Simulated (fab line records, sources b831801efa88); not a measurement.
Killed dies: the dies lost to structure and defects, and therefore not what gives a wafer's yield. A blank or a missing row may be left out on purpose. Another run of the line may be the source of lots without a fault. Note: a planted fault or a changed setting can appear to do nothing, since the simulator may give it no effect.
Which tool did it? / flow sky130 / 6 lots, 18 wafers sampled, at 2 steps of a route of 708

## WHAT THE GAUGES READ, wafer by wafer
SKY_LOCAL_INTERCONNECT_CD_MEAS_11 targets a cd of 170 nm.
lot=L970; measured=day 30 08:59; on=cd-sem-02; cd-nm (nm)=168.4 169.0 169.1
lot=L973; measured=day 31 16:26; on=cd-sem-02; cd-nm (nm)=171.2 173.2 173.0
lot=L975; measured=day 32 03:25; on=cd-sem-02; cd-nm (nm)=165.6 167.9 169.0
lot=L977; measured=day 32 22:22; on=cd-sem-02; cd-nm (nm)=171.6 171.7 171.1
lot=L979; measured=day 33 14:56; on=cd-sem-02; cd-nm (nm)=166.4 167.6 168.4
lot=L988; measured=day 36 12:56; on=cd-sem-01; cd-nm (nm)=170.7 169.9 169.4

## WHICH TOOL RAN EACH LOT (tool, then ch and the chambers of the sampled wafers, then the start)
lot=L970; SKY_LI_CONTACT_CVD_21=cvd-w-02 ch 0,1, day 29 03:11
lot=L973; SKY_LI_CONTACT_CVD_21=cvd-w-02 ch 0,1, day 30 11:47
lot=L975; SKY_LI_CONTACT_CVD_21=cvd-w-01 ch 1, day 30 22:25
lot=L977; SKY_LI_CONTACT_CVD_21=cvd-w-02 ch 0,1, day 31 17:28
lot=L979; SKY_LI_CONTACT_CVD_21=cvd-w-01 ch 0, day 32 10:29
lot=L988; SKY_LI_CONTACT_CVD_21=cvd-w-01 ch 0,1, day 35 09:33
- SKY_LI_CONTACT_CVD_21: deposits W, target thk 400 nm, time 120.56 s.

## THE ANSWER, worked out from the rows above alone
Rule: the lots themselves supply what counts as usual. The widest of any qualifying gaps counts: lots, ordered by their means at a reading, are off when they make up no more than a third of the lots, leave a main group of 4 or more, and stand apart from it by 3 or more times the standard deviation of that group's means. A main group is skipped when, at the precision printed for the reading in the tables above, its means are all equal. A lot without any number at a reading at which 4 lots or more have one is off too. All remaining lots with rows at the step are treated as sound.
Nothing can be told from this: no lot is off at any reading shown.

## WHAT THE SIMULATOR PUT IN
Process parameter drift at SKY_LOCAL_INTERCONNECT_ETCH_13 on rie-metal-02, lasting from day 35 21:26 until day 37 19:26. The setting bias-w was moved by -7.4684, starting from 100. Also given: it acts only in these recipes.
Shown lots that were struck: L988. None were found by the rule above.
